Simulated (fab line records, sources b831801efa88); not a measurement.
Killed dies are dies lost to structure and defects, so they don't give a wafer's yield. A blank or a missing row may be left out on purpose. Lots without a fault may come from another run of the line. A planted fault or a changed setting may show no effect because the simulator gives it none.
Which tool did it? | flow gf180mcu | 6 lots, 18 wafers sampled, at 2 steps of a route of 602

WHAT THE GAUGES READ, wafer by wafer
GF_DUAL_GATE_THK_MEAS_03.
lot  | measured     | on            | DUAL_GATE_OXIDATION_00_THK (nm)
L682 | day 8 10:55  | film_metro-01 | 10.93 11.11 10.91
L686 | day 9 15:00  | film_metro-03 | 10.62 10.63 10.59
L691 | day 10 23:13 | film_metro-02 | 10.96 11.12 11.04
L693 | day 11 11:34 | film_metro-03 | 10.48 10.26 10.49
L697 | day 12 17:23 | film_metro-01 | 10.89 10.97 10.97
L701 | day 13 20:52 | film_metro-02 | 11.35 11.31 11.28

WHICH TOOL RAN EACH LOT (tool, then ch and the chambers of the sampled wafers, then the start)
lot  | GF_VT_IMPLANT_STRIP_09
L682 | plasma_asher-04 ch 0,1, day 6 09:56
L686 | plasma_asher-01 ch 0,1, day 7 09:38
L691 | plasma_asher-02 ch 0,1, day 8 17:01
L693 | plasma_asher-01 ch 0,1, day 9 04:53
L697 | plasma_asher-04 ch 0,1, day 10 04:34
L701 | plasma_asher-02 ch 0,1, day 11 07:04
- GF_VT_IMPLANT_STRIP_09: strips in O2/N2.

THE ANSWER, worked out from the rows above alone
Rule: what is usual is taken from the lots themselves. Put in order of their means at a reading, lots are off if they are a third of the lots or fewer, leave a main group of 4 or more, and stand apart from it by a gap of 3 or more times the standard deviation of the main group's means; of several such gaps the widest counts. A main group whose means are all the same, to the digits that the tables above print for the reading, isn't used. A lot without any number at a reading at which 4 lots or more have one is off too. The other lots that the step has rows for count as sound.
No lot is off at any reading shown: from this, nothing can be told.

WHAT THE SIMULATOR HAD PUT IN
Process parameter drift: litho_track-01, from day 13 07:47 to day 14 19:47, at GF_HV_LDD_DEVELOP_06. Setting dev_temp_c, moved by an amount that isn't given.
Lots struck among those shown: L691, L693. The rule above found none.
